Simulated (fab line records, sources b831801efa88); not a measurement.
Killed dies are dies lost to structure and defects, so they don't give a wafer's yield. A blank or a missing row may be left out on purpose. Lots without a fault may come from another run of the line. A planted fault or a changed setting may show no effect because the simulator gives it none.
A struck lot beside a sound one | flow sky130 | 15 steps out of a route of 708
Sound: wafers L496.2, L496.5, L496.6. Struck: wafers L502.2, L502.5, L502.6. The cause comes at the end.
At each step with rows: each side's tool, then ch and its chambers, then its first start. Under that, the readings that differ: sound wafers | struck wafers | difference of the means | sigmas: that difference in standard deviations of wafers without a fault.
alike: readings whose means differ by less than 2 such deviations, and words and numbers that are the same on both sides. not compared: withheld readings, readings that some wafer has no value for, bounds like >300 that may hide the same value, and numbers for which the record gives no deviation and whose values overlap.
The two part at a step that has a row with sigmas, a row that says differs or no value, or rows on one side only. Numbers that don't overlap but have no deviation are shown without sigmas and don't part them. A reading that every wafer of one side lacks parts them only if that side has two wafers or more.

first, 1 step without rows for these wafers: SKY_POLY_GATE_OXIDATION_20 (stabilise 600 s, purge 300 s, target thk 4 nm).
SKY_POLY_GATE_THK_MEAS_21:
  sound on film_metro-02, day 18 21:43; struck on film_metro-01, day 22 13:05
  alike: POLY_GATE_OXIDATION_THK
SKY_POLY_GATE_CD_MEAS_22:
  sound on cd_sem-01, day 18 21:48; struck on cd_sem-01, day 22 13:10
  alike: cd_nm
then, 7 steps without rows for these wafers: SKY_LDD_N_DEHYDRATE_00 (time 60 s); SKY_LDD_N_HMDS_01 (prime time 60 s); SKY_LDD_N_COAT_02 (resist thk 300 nm); SKY_LDD_N_SOFTBAKE_03 (time 60 s); SKY_LDD_N_EXPOSE_04 (exposes mask NTM, target cd 840 nm); SKY_LDD_N_PEB_05; SKY_LDD_N_DEVELOP_06 (develop time 58.15 s).
SKY_LDD_N_OVL_MEAS_07:
  sound on overlay-02, day 20 04:40; struck on overlay-01, day 23 19:36
  alike: LDD_N_OVL
then, 1 step without rows for these wafers: SKY_LDD_N_IMPLANT_08.
SKY_LDD_N_IMPLANT_09:
  sound on implanter-02 ch 0, day 20 04:52; struck on implanter-02 ch 0, day 23 19:48
  reading                | sound                | struck               | difference | sigmas
  rotation_deg (degrees) | 113.03 113.02 113.01 | 247.56 247.55 247.51 | +134.52    | +99 or more
  alike: beam_on_s
then, 1 step without rows for these wafers: SKY_LDD_N_IMPLANT_10.
-- the record jumps here: 26 days lie between the struck wafers' starts before and after (it left off in module LDD_N and takes up again in module PAD_OPEN, whose first step shown is number 708 of the route) --
SKY_PAD_OPEN_PROBE_99:
  the record has rows for the struck wafers here (prober-02, day 49 20:05) and none for the sound ones

WHERE THEY PART
First at SKY_LDD_N_IMPLANT_09; last, within this record, at SKY_PAD_OPEN_PROBE_99.

WHY: what the simulator had put in
Process parameter drift: implanter-02, from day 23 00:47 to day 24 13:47, at SKY_LDD_N_IMPLANT_09. Setting rotation_deg, moved by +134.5, from 113. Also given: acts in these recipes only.
